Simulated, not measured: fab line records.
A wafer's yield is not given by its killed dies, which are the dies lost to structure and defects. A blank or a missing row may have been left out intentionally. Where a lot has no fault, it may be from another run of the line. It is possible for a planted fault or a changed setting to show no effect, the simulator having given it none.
Check for tools in common + flow gf180mcu + Sample size 11 lots and 39 wafers

REASON FOR OPENING
GF_VT_IMPLANT_TW_MEAS_21, reading VT_IMPLANT_2_TW: flagged on 2 of 11 lots. Wafers without a fault read 1217, standard deviation 9.9.
Rule: flag the lot when none of its wafers has a number, or when each of its wafers that has one lies beyond 4 standard deviations from that mean. All remaining lots are regarded as sound.

| lot  | measured     | on           | VT_IMPLANT_2_TW, wafer by wafer | flag    |
|------|--------------|--------------|---------------------------------|---------|
| L710 | day 6 07:11  | filmMetro-03 | 1228 1230 1228                  |         |
| L711 | day 6 10:54  | filmMetro-01 | 1224 1218 1223                  |         |
| L712 | day 6 18:09  | filmMetro-02 | 1209 1208 1206                  |         |
| L713 | day 7 01:29  | filmMetro-03 | 1229 1237 1232                  |         |
| L719 | day 8 19:05  | filmMetro-02 | 1128 1129 1130 1127 1128 1128   | FLAGGED |
| L723 | day 9 20:17  | filmMetro-03 | 1149 1143 1143 1152 1146 1149   | FLAGGED |
| L725 | day 10 05:58 | filmMetro-01 | 1205 1207 1210                  |         |
| L726 | day 10 13:37 | filmMetro-01 | 1213 1208 1212                  |         |
| L727 | day 10 18:47 | filmMetro-01 | 1215 1209 1213                  |         |
| L732 | day 12 01:26 | filmMetro-03 | 1225 1228 1227                  |         |
| L733 | day 12 18:57 | filmMetro-02 | 1212 1216 1208                  |         |
The numbers of the flagged lots are 1138 on average: -79 against the usual, or -8 standard deviations.

EACH LOT AND THE TOOL IT RAN ON
The record holds 2 process steps before the reading, out of a route of 602 steps. Read each cell as the tool, then ch plus the chambers that the sampled wafers visited, then the start.
| lot  | flag    | GF_VT_IMPLANT_STRIP_09              | GF_VT_IMPLANT_IMPLANT_19        |
|------|---------|-------------------------------------|---------------------------------|
| L710 |         | plasmaAsher-03 ch 0,1, day 5 16:34  | implanter-02 ch 0, day 6 06:58  |
| L711 |         | plasmaAsher-01 ch 0,1, day 5 19:43  | implanter-02 ch 0, day 6 10:41  |
| L712 |         | plasmaAsher-01 ch 0,1, day 6 02:40  | implanter-01 ch 0, day 6 17:56  |
| L713 |         | plasmaAsher-02 ch 0,1, day 6 09:53  | implanter-03 ch 0, day 7 01:14  |
| L719 | FLAGGED | plasmaAsher-01 ch 0,1, day 8 02:28  | implanter-02 ch 0, day 8 18:49  |
| L723 | FLAGGED | plasmaAsher-02 ch 0,1, day 9 02:40  | implanter-02 ch 0, day 9 20:04  |
| L725 |         | plasmaAsher-02 ch 0,1, day 9 12:04  | implanter-01 ch 0, day 10 05:43 |
| L726 |         | plasmaAsher-02 ch 0,1, day 9 19:55  | implanter-01 ch 0, day 10 13:22 |
| L727 |         | plasmaAsher-01 ch 0,1, day 10 00:37 | implanter-03 ch 0, day 10 18:33 |
| L732 |         | plasmaAsher-01 ch 0,1, day 11 06:40 | implanter-02 ch 0, day 12 01:12 |
| L733 |         | plasmaAsher-03 ch 0,1, day 11 23:52 | implanter-02 ch 0, day 12 18:44 |
What is done by these steps:
- GF_VT_IMPLANT_STRIP_09: strips in O2/N2.
- GF_VT_IMPLANT_IMPLANT_19
- GF_VT_IMPLANT_TW_MEAS_21

FLAGGED OVER TOTAL, TOOL BY TOOL (the gauges that took the reading come last)
| step                     | tool           | lots run | flagged | share of the flagged lots | sound lots run after its first flagged lot |
|--------------------------|----------------|----------|---------|---------------------------|--------------------------------------------|
| GF_VT_IMPLANT_STRIP_09   | plasmaAsher-01 | 5        | 1       | some                      | 2 (L727,L732)                              |
| GF_VT_IMPLANT_STRIP_09   | plasmaAsher-02 | 4        | 1       | some                      | 2 (L725,L726)                              |
| GF_VT_IMPLANT_STRIP_09   | plasmaAsher-03 | 2        | 0       | none                      | -                                          |
| GF_VT_IMPLANT_IMPLANT_19 | implanter-01   | 3        | 0       | none                      | -                                          |
| GF_VT_IMPLANT_IMPLANT_19 | implanter-02   | 6        | 2       | all                       | 2 (L732,L733)                              |
| GF_VT_IMPLANT_IMPLANT_19 | implanter-03   | 2        | 0       | none                      | -                                          |
| GF_VT_IMPLANT_TW_MEAS_21 | filmMetro-01   | 4        | 0       | none                      | -                                          |
| GF_VT_IMPLANT_TW_MEAS_21 | filmMetro-02   | 3        | 1       | some                      | 1 (L733)                                   |
| GF_VT_IMPLANT_TW_MEAS_21 | filmMetro-03   | 4        | 1       | some                      | 1 (L732)                                   |

WHAT THE TABLE ALLOWS
1 row of the table ran every flagged lot: implanter-02 at GF_VT_IMPLANT_IMPLANT_19.
- implanter-02 at GF_VT_IMPLANT_IMPLANT_19 ran 6 lots, 2 of them flagged. Sound lots ran on it after the first flagged one (L732, L733), which a lasting fault on the whole tool wouldn't allow. Its own readings (doseIonsCm2, faradayCurrentUA) fall more than 4 standard deviations out on all wafers of the flagged lots.
None of the table's rows ran every flagged lot and, after the first, no sound lot.

WHAT THE SIMULATOR HAD INSERTED
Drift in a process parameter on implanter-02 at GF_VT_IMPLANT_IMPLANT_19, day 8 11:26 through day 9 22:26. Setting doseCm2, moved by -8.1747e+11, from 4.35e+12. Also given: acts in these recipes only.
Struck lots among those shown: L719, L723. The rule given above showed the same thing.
